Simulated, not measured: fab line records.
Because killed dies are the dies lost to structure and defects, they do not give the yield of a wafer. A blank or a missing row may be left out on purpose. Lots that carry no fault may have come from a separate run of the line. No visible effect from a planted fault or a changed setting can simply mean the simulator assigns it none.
Which of the tools did it? || flow sky130 || 12 lots with 36 wafers sampled at 4 steps, on a route of 708 steps

## WHAT EACH GAUGE READ, for each wafer
SKY_PASSIVATION_THK_MEAS_03. Usual: PASSIVATION_CVD_02_THK 538 nm, standard deviation 7.5.
{"lot": "L385", "measured": "day 44 12:59", "on": "film metro-01", "PASSIVATION_CVD_02_THK (nm)": "527 528 526", "flag": ""}
{"lot": "L386", "measured": "day 44 14:39", "on": "film metro-01", "PASSIVATION_CVD_02_THK (nm)": "528 520 529", "flag": ""}
{"lot": "L387", "measured": "day 44 21:18", "on": "film metro-02", "PASSIVATION_CVD_02_THK (nm)": "527 538 541", "flag": ""}
{"lot": "L389", "measured": "day 45 09:52", "on": "film metro-04", "PASSIVATION_CVD_02_THK (nm)": "534 540 547", "flag": ""}
{"lot": "L392", "measured": "day 45 23:46", "on": "film metro-02", "PASSIVATION_CVD_02_THK (nm)": "536 542 544", "flag": ""}
{"lot": "L395", "measured": "day 46 21:56", "on": "film metro-02", "PASSIVATION_CVD_02_THK (nm)": "527 542 543", "flag": ""}
{"lot": "L396", "measured": "day 47 07:56", "on": "film metro-04", "PASSIVATION_CVD_02_THK (nm)": "531 537 544", "flag": ""}
{"lot": "L397", "measured": "day 47 15:35", "on": "film metro-01", "PASSIVATION_CVD_02_THK (nm)": "545 545 544", "flag": ""}
{"lot": "L398", "measured": "day 47 21:04", "on": "film metro-02", "PASSIVATION_CVD_02_THK (nm)": "533 538 541", "flag": ""}
{"lot": "L399", "measured": "day 48 03:05", "on": "film metro-04", "PASSIVATION_CVD_02_THK (nm)": "527 533 532", "flag": ""}
{"lot": "L400", "measured": "day 48 06:42", "on": "film metro-01", "PASSIVATION_CVD_02_THK (nm)": "526 541 529", "flag": ""}
{"lot": "L407", "measured": "day 49 12:23", "on": "film metro-02", "PASSIVATION_CVD_02_THK (nm)": "533 546 544", "flag": ""}

SKY_PAD_OPEN_BOW_MEAS_13. Usual: PAD_OPEN_BOW 47 um, standard deviation 8.8.
{"lot": "L385", "measured": "day 46 09:09", "on": "film metro-02", "PAD_OPEN_BOW (um)": "46 34 47", "flag": ""}
{"lot": "L386", "measured": "day 46 11:08", "on": "film metro-02", "PAD_OPEN_BOW (um)": "43 35 38", "flag": ""}
{"lot": "L387", "measured": "day 46 17:51", "on": "film metro-01", "PAD_OPEN_BOW (um)": "64 51 56", "flag": ""}
{"lot": "L389", "measured": "day 47 04:32", "on": "film metro-03", "PAD_OPEN_BOW (um)": "49 48 48", "flag": ""}
{"lot": "L392", "measured": "day 47 18:22", "on": "film metro-03", "PAD_OPEN_BOW (um)": "59 44 51", "flag": ""}
{"lot": "L395", "measured": "day 48 15:29", "on": "film metro-02", "PAD_OPEN_BOW (um)": "32 34 35", "flag": ""}
{"lot": "L396", "measured": "day 48 23:51", "on": "film metro-01", "PAD_OPEN_BOW (um)": "37 56 52", "flag": ""}
{"lot": "L397", "measured": "day 49 06:43", "on": "film metro-03", "PAD_OPEN_BOW (um)": "29 34 40", "flag": ""}
{"lot": "L398", "measured": "day 49 11:32", "on": "film metro-03", "PAD_OPEN_BOW (um)": "44 50 60", "flag": ""}
{"lot": "L399", "measured": "day 49 17:19", "on": "film metro-03", "PAD_OPEN_BOW (um)": "41 57 58", "flag": ""}
{"lot": "L400", "measured": "day 49 21:04", "on": "film metro-02", "PAD_OPEN_BOW (um)": "52 48 42", "flag": ""}
{"lot": "L407", "measured": "day 50 22:45", "on": "film metro-01", "PAD_OPEN_BOW (um)": "40 41 45", "flag": ""}

## EACH LOT AND THE TOOL THAT RAN IT (in order: tool; ch and the chambers of the sampled wafers; start)
{"lot": "L385", "SKY_METAL3_ETCH_17": "rie diel-04 ch 0,1,3, day 39 05:53", "SKY_METAL5_SPUTTER_04": "pvd sputter-02, day 43 12:25"}
{"lot": "L386", "SKY_METAL3_ETCH_17": "rie diel-04 ch 0,1,3, day 39 09:26", "SKY_METAL5_SPUTTER_04": "pvd sputter-01, day 43 15:33"}
{"lot": "L387", "SKY_METAL3_ETCH_17": "rie diel-02 ch 0,1,2, day 39 15:02", "SKY_METAL5_SPUTTER_04": "pvd sputter-04, day 43 21:57"}
{"lot": "L389", "SKY_METAL3_ETCH_17": "rie diel-02 ch 0,2,3, day 40 06:08", "SKY_METAL5_SPUTTER_04": "pvd sputter-04, day 44 10:59"}
{"lot": "L392", "SKY_METAL3_ETCH_17": "rie diel-04 ch 0,1, day 40 21:58", "SKY_METAL5_SPUTTER_04": "pvd sputter-04, day 45 01:44"}
{"lot": "L395", "SKY_METAL3_ETCH_17": "rie diel-04 ch 0,2,3, day 41 22:44", "SKY_METAL5_SPUTTER_04": "pvd sputter-01, day 46 00:13"}
{"lot": "L396", "SKY_METAL3_ETCH_17": "rie diel-02 ch 2,3, day 42 12:19", "SKY_METAL5_SPUTTER_04": "pvd sputter-02, day 46 10:50"}
{"lot": "L397", "SKY_METAL3_ETCH_17": "rie diel-02 ch 0,1,3, day 42 20:47", "SKY_METAL5_SPUTTER_04": "pvd sputter-04, day 46 18:01"}
{"lot": "L398", "SKY_METAL3_ETCH_17": "rie diel-02 ch 0,1,2, day 43 02:28", "SKY_METAL5_SPUTTER_04": "pvd sputter-01, day 47 00:26"}
{"lot": "L399", "SKY_METAL3_ETCH_17": "rie diel-04 ch 0,3, day 43 08:43", "SKY_METAL5_SPUTTER_04": "pvd sputter-04, day 47 06:07"}
{"lot": "L400", "SKY_METAL3_ETCH_17": "rie diel-02 ch 1,3, day 43 14:07", "SKY_METAL5_SPUTTER_04": "pvd sputter-01, day 47 09:34"}
{"lot": "L407", "SKY_METAL3_ETCH_17": "rie diel-03 ch 0,3, day 45 01:53", "SKY_METAL5_SPUTTER_04": "pvd sputter-04, day 48 17:37"}
- SKY_METAL3_ETCH_17: etches SiO2 in C4F8/O2/Ar, stops on TiN, time 3.9 s, target depth 15 nm.
- SKY_METAL5_SPUTTER_04: material TiN, target thk 70 nm, time 58.3 s.

## WHAT THE TOOLS THEMSELVES READ (means of the sampled wafers that have a number; where no wafer has one, the mark that the record gives instead)
SKY_METAL3_ETCH_17. Usual: chamber pressure mTorr 40.00 mTorr, standard deviation 0.04; oes product au 0.754 a.u., standard deviation 0.0069.
{"lot": "L385", "tool": "rie diel-04", "chamber pressure mTorr (mTorr)": 40.00, "oes product au (a.u.)": 0.757, "flag": ""}
{"lot": "L386", "tool": "rie diel-04", "chamber pressure mTorr (mTorr)": 40.02, "oes product au (a.u.)": 0.751, "flag": ""}
{"lot": "L387", "tool": "rie diel-02", "chamber pressure mTorr (mTorr)": 40.03, "oes product au (a.u.)": 0.753, "flag": ""}
{"lot": "L389", "tool": "rie diel-02", "chamber pressure mTorr (mTorr)": 39.98, "oes product au (a.u.)": 0.763, "flag": ""}
{"lot": "L392", "tool": "rie diel-04", "chamber pressure mTorr (mTorr)": 39.96, "oes product au (a.u.)": 0.755, "flag": ""}
{"lot": "L395", "tool": "rie diel-04", "chamber pressure mTorr (mTorr)": 40.03, "oes product au (a.u.)": 0.748, "flag": ""}
{"lot": "L396", "tool": "rie diel-02", "chamber pressure mTorr (mTorr)": 39.97, "oes product au (a.u.)": 0.757, "flag": ""}
{"lot": "L397", "tool": "rie diel-02", "chamber pressure mTorr (mTorr)": 40.02, "oes product au (a.u.)": 0.759, "flag": ""}
{"lot": "L398", "tool": "rie diel-02", "chamber pressure mTorr (mTorr)": 39.97, "oes product au (a.u.)": 0.755, "flag": ""}
{"lot": "L399", "tool": "rie diel-04", "chamber pressure mTorr (mTorr)": 39.99, "oes product au (a.u.)": 0.743, "flag": ""}
{"lot": "L400", "tool": "rie diel-02", "chamber pressure mTorr (mTorr)": 39.97, "oes product au (a.u.)": 0.749, "flag": ""}
{"lot": "L407", "tool": "rie diel-03", "chamber pressure mTorr (mTorr)": 39.97, "oes product au (a.u.)": 0.749, "flag": ""}

SKY_METAL5_SPUTTER_04. Usual: throttle valve pct reads 29.9 % (standard deviation 0.83).
{"lot": "L385", "tool": "pvd sputter-02", "throttle valve pct (%)": 28.7, "flag": ""}
{"lot": "L386", "tool": "pvd sputter-01", "throttle valve pct (%)": 30.0, "flag": ""}
{"lot": "L387", "tool": "pvd sputter-04", "throttle valve pct (%)": 30.1, "flag": ""}
{"lot": "L389", "tool": "pvd sputter-04", "throttle valve pct (%)": 30.5, "flag": ""}
{"lot": "L392", "tool": "pvd sputter-04", "throttle valve pct (%)": 30.2, "flag": ""}
{"lot": "L395", "tool": "pvd sputter-01", "throttle valve pct (%)": 29.5, "flag": ""}
{"lot": "L396", "tool": "pvd sputter-02", "throttle valve pct (%)": 29.0, "flag": ""}
{"lot": "L397", "tool": "pvd sputter-04", "throttle valve pct (%)": 30.1, "flag": ""}
{"lot": "L398", "tool": "pvd sputter-01", "throttle valve pct (%)": 29.5, "flag": ""}
{"lot": "L399", "tool": "pvd sputter-04", "throttle valve pct (%)": 30.3, "flag": ""}
{"lot": "L400", "tool": "pvd sputter-01", "throttle valve pct (%)": 29.9, "flag": ""}
{"lot": "L407", "tool": "pvd sputter-04", "throttle valve pct (%)": 30.3, "flag": ""}

## THE ANSWER, worked out from the rows above alone
Rule: a lot is off if the mean of its wafers that have a number lies more than 3 standard deviations from the usual mean. Also off: a lot with no number at a reading for which 4 or more lots have one. All remaining lots with rows at the step are treated as sound. The gauges are gone through in route order, then the tools' own readings, and for those a lot's mean is taken as printed above. At the first step where some lot is off, the reading lying furthest off is the one used; lots without a number count as furthest.
Across all readings shown, no lot is off: no conclusion can be drawn from this.

## WHAT THE SIMULATOR HAD INSERTED
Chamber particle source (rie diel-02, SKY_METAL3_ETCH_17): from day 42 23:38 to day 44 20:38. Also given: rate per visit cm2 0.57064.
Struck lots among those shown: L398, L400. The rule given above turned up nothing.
